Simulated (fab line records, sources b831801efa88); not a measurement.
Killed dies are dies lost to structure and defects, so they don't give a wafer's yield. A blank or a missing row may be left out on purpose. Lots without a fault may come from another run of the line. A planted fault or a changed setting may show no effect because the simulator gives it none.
One fault seen from 2 desks | flow sky130 | each desk has only its own numbers; what lay behind them comes last

THE TOOL OWNER'S DESK: implanter-04
The tool's own readings at SKY_SD_P_IMPLANT_09: means of the sampled wafers that have a number, for each lot that ran on this tool. A lot is out of limits, marked OUT, if its mean lies more than 4 standard deviations from the usual mean; the brackets give that distance.
Columns: A = dose_ions_cm2 at SKY_SD_P_IMPLANT_09, usual 2.999e+15
lot  | first seen here | A
L447 | day 25 16:14    | 3.000e+15
L453 | day 28 07:27    | 3.265e+15 (+83) OUT
L455 | day 28 18:53    | 3.263e+15 (+82) OUT
This desk's finding: out of limits on L453, L455; first on L453, day 28 07:27 (dose_ions_cm2 at SKY_SD_P_IMPLANT_09). In limits: L447.

THE METROLOGY DESK
What the gauges read, lot by lot, whatever tool the lot ran on: means of the sampled wafers that have a number. A lot is out of limits, marked OUT, if its mean lies more than 4 standard deviations from the usual mean; the brackets give that distance.
Columns: A = LDD_HVP_OVL at SKY_LDD_HVP_OVL_MEAS_07, usual 0.1 nm; B = cd_nm at SKY_SD_P_CD_MEAS_07, usual 380.6 nm; C = SD_P_TW at SKY_SD_P_TW_MEAS_11, usual 2833; D = SD_P_RS at SKY_SD_N_RS_MEAS_17, usual 147.0 ohm/sq
lot  | first seen here | A    | B     | C    | D
L447 | day 21 19:05    | 0.5  | 384.9 | 2843 | 146.8
L453 | day 24 12:19    | -0.9 | 378.1 | 2868 | 146.0
L455 | day 25 00:23    | -0.8 | 379.7 | 2882 | 145.7
L458 | day 26 12:58    | 1.7  | 376.2 | 2822 | 147.2
L459 | day 26 18:16    | 0.9  | 379.8 | 2838 | 146.9
L461 | day 27 11:10    | -0.1 | 380.0 | 2830 | 146.8
L465 | day 28 01:10    | -2.6 | 383.2 | 2817 | 147.0
L466 | day 28 12:56    | 0.6  | 380.9 | 2832 | 146.8
L467 | day 28 22:07    | -0.3 | 378.2 | 2840 | 147.0
L468 | day 29 07:05    | 1.0  | 381.4 | 2839 | 146.6
This desk's finding: nothing out of limits on any of the 10 lots.

PUT TOGETHER
The tool owner's desk could have raised an alarm at day 28 07:27, on L453, L455.
The metrology desk saw nothing out of limits.
The metrology desk has L453, L455 on record, within its limits.
Of the lots named, all ran SKY_SD_P_IMPLANT_09 on implanter-04.

WHAT THE SIMULATOR HAD PUT IN
Process parameter drift: implanter-04, from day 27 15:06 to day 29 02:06, at SKY_SD_P_IMPLANT_09. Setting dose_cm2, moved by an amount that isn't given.
Lots struck among those shown: L453, L455.
Hours from the fault's start to each desk's first reading out of limits: the tool owner's desk, 16.
